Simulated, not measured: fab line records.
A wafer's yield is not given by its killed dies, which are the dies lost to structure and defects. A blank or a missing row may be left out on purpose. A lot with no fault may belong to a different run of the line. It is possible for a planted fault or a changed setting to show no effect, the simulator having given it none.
Comparing a struck lot with a sound one / flow sky130 / 24 steps out of a route of 708
Sound: the wafers L658.1, L658.2, L658.3. Wafers L649.2, L649.3, L649.6 were the ones struck. The cause is given at the end.
Per side, at each step with rows, come the tool, then ch with its chambers, and then its first start. Under that, the readings that differ: sound wafers / struck wafers / difference of the means / sigmas: that difference in standard deviations of wafers without a fault.
alike: same words and numbers on both sides, and readings whose means sit less than 2 such deviations apart. not compared: any withheld reading, any reading some wafer has no value for, any bound like >300 that may hide the same value, and any number with overlapping values for which the record gives no deviation.
Wherever a step has rows on one side only, a row that says differs or no value, or a row with sigmas, the two part there. Numbers that have no deviation but don't overlap get no sigmas and don't part them. A reading that every wafer of one side lacks parts them only if that side has two wafers or more.

SKY_METAL3_METAL_ETCH_18: etches the open film in Cl2/BCl3, stops on SiO2, target depth 845 nm, time 183.1 s.
  sound on rie_metal-02 ch 0,1, day 44 02:40; struck on rie_metal-01 ch 1, day 41 11:56
  alike: drypump_motor_current_A, oes_product_au, throttle_valve_pct
  not compared: rf_hours_counter_h
SKY_METAL3_STRIP_19: strips in O2/N2.
  sound on plasma_asher-03 ch 0,1, day 44 02:50; struck on plasma_asher-03 ch 0,1, day 41 12:06
  alike: drypump_motor_current_A, oes_product_au, strip_time_to_endpoint_s
  not compared: rf_hours_counter_h
then, 4 steps without rows for these wafers: SKY_METAL3_STRIP_20 (strips in post etch residue remover, time 1200 s); SKY_METAL3_CLEAN_21 (cleans in IPA, time 180 s); SKY_METAL3_CLEAN_22 (cleans in O3/DIW); SKY_VIA3_HDPCVD_00 (deposits SiO2, target thk 1635 nm, time 272.5 s).
SKY_VIA3_THK_MEAS_01:
  sound: film_metro-03 at day 44 03:37; struck: film_metro-02 at day 41 12:53
  alike: VIA3_HDPCVD_THK
SKY_VIA3_CMP_02: polishes SiO2.
  sound on cmp-02 ch 1,2,3, day 44 03:49; struck on cmp-01 ch 0,1,2, day 41 12:59
  alike: motor_current_A, retaining_ring_pressure_frac
SKY_VIA3_BOW_MEAS_03:
  sound: film_metro-01 at day 44 04:09; struck: film_metro-01 at day 41 13:15
  alike: VIA3_BOW
then, 3 steps without rows for these wafers: SKY_VIA3_DEHYDRATE_04 (time 60 s); SKY_VIA3_HMDS_05 (prime time 60 s); SKY_VIA3_COAT_06 (resist thk 60 nm).
SKY_VIA3_COAT_07: resist thk 450 nm.
  sound on litho_track-04 ch 0, day 44 15:00; struck on litho_track-02 ch 0, day 42 00:00
reading=model.KrF-thick_of_VIA3_COAT_07.thk_nm (nm); sound=450.6 450.4 449.1; struck=458.5 457.2 459; difference=+8.2; sigmas=
then, 4 steps without rows for these wafers: SKY_VIA3_SOFTBAKE_08 (time 90 s); SKY_VIA3_EXPOSE_09 (exposes mask VIM3, target cd 200 nm); SKY_VIA3_PEB_10; SKY_VIA3_DEVELOP_11 (develop time 60 s).
SKY_VIA3_CD_MEAS_12: target cd 200 nm.
  sound: cd_sem-02 at day 45 02:25; struck: cd_sem-02 at day 42 12:43
reading=cd_nm (nm); sound=198.0 197.9 198.5; struck=200.2 202.4 203.5; difference=+3.9; sigmas=+3
SKY_VIA3_OVL_MEAS_13:
  sound: overlay-02 at day 45 02:32; struck: overlay-01 at day 42 12:50
reading=VIA3_OVL (nm); sound=14 12 13; struck=6 -9 -1; difference=-14; sigmas=-3
SKY_VIA3_ETCH_14: etches BARC in N2/H2, stops on SiO2, time 45.9 s, target depth 60 nm.
  sound on rie_diel-01 ch 0,1,3, day 45 02:35; struck on rie_diel-01 ch 2,3, day 42 12:52
  alike: drypump_motor_current_A, oes_product_au, throttle_valve_pct
  not compared: rf_hours_counter_h
SKY_VIA3_ETCH_15: etches SiO2 in C4F8/O2/Ar, stops on TiN, target depth 507 nm, time 78 s.
  sound on rie_diel-01 ch 0,1,3, day 45 02:37; struck on rie_diel-01 ch 2,3, day 42 12:54
reading=model.KrF-thick_of_VIA3_COAT_07.thk_nm (nm); sound=291.8 292.1 291.6; struck=298.7 298.8 301.7; difference=+7.9; sigmas=
  alike: oes_product_au
  not compared: rf_hours_counter_h
SKY_VIA3_STRIP_16: strips in O2/N2.
  sound on plasma_asher-02 ch 0,1, day 45 02:41; struck on plasma_asher-03 ch 0,1, day 42 12:58
reading=strip_time_to_endpoint_s (s); sound=4.147 4.158 4.150; struck=4.212 4.194 4.245; difference=+0.065; sigmas=+3
  alike: drypump_motor_current_A, oes_product_au
  not compared: rf_hours_counter_h
then, 2 steps without rows for these wafers: SKY_VIA3_STRIP_17 (strips in post etch residue remover, time 1200 s); SKY_PAD_OPEN_PROBE_99.

## WHERE THEY PART
At SKY_VIA3_CD_MEAS_12 first; at SKY_VIA3_STRIP_16 last (within this record only).

WHY: what the simulator had put in
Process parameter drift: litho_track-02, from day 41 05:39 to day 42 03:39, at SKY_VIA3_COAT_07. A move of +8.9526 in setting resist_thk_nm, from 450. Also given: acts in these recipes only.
